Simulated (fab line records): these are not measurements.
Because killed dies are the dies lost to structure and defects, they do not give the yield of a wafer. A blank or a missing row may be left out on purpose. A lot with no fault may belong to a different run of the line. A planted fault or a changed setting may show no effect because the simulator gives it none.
The tool behind it: which one? -- flow sfq line -- Sampling: 7 lots, 21 wafers, 4 of 325 route steps

== WHAT THE GAUGES READ, wafer by wafer ==
SFQ_M1_OVL_MEAS_911.
lot,measured,on,M1_OVL (nm)
L942,day 13 12:01,overlay-02,0 3 7
L944,day 13 18:01,overlay-02,-6 -3 -9
L946,day 14 03:37,overlay-02,3 6 3
L951,day 16 09:37,overlay-01,-3 -3 -8
L956,day 17 16:49,overlay-02,17 12 15
L960,day 18 17:34,overlay-01,-7 -5 -5
L962,day 19 02:58,overlay-02,-2 -2 -2

== WHICH TOOL RAN EACH LOT (tool, then ch and the chambers of the sampled wafers, then the start) ==
lot,SFQ_TRILAYER_L0_CAP_PECVD_011,SFQ_TRILAYER_L0_VIA_ETCH_VIA_ETCH_016,SFQ_TRILAYER_M0_BARC_OPEN_METAL_ETCH_031
L942,"pecvd-03 ch 0,1,2, day 3 13:19","rie diel-04 ch 2,3, day 5 16:07","rie metal-01 ch 0,1, day 7 22:14"
L944,"pecvd-01 ch 0,1,2, day 4 00:07","rie diel-04 ch 0,1,3, day 6 02:55","rie metal-04 ch 0, day 8 09:02"
L946,"pecvd-02 ch 0,1,2, day 4 09:43","rie diel-02 ch 0,1,3, day 6 10:07","rie metal-01 ch 0,1, day 8 15:02"
L951,"pecvd-02 ch 0,2, day 5 19:30","rie diel-04 ch 0,1,2, day 8 01:03","rie metal-04 ch 0, day 10 11:29"
L956,"pecvd-02 ch 0,1,2, day 6 21:38","rie diel-03 ch 0,1,2, day 9 03:27","rie metal-01 ch 0,1, day 11 15:47"
L960,"pecvd-01 ch 0,1,2, day 7 18:10","rie diel-04 ch 0,2, day 10 01:03","rie metal-02 ch 0,1, day 12 19:14"
L962,"pecvd-02 ch 0,1,2, day 8 04:59","rie diel-03 ch 1,2,3, day 10 15:27","rie metal-02 ch 0,1, day 13 08:26"
- SFQ_TRILAYER_L0_CAP_PECVD_011: deposits SiO2 from SiH4/N2O, time 13.333 s, target thk 60 nm.
- SFQ_TRILAYER_L0_VIA_ETCH_VIA_ETCH_016: etches SiO2 in CHF3, stops on MoNx KI, target depth 80 nm.
- SFQ_TRILAYER_M0_BARC_OPEN_METAL_ETCH_031: etches BARC in O2, target depth 125 nm, time 41.7 s.

== THE ANSWER, worked out from the rows above alone ==
Rule: the usual values come from the lots themselves. Put in order of their means at a reading, lots are off if they are a third of the lots or fewer, leave a main group of 4 or more, and stand apart from it by a gap of 3 or more times the standard deviation of the main group's means; of several such gaps the widest counts. A main group is skipped when, at the precision printed for the reading in the tables above, its means are all equal. A lot without any number at a reading at which 4 lots or more have one is off too. All remaining lots with rows at the step are treated as sound.
Across all readings shown, no lot is off: no conclusion can be drawn from this.

== WHAT WAS PUT IN BY THE SIMULATOR ==
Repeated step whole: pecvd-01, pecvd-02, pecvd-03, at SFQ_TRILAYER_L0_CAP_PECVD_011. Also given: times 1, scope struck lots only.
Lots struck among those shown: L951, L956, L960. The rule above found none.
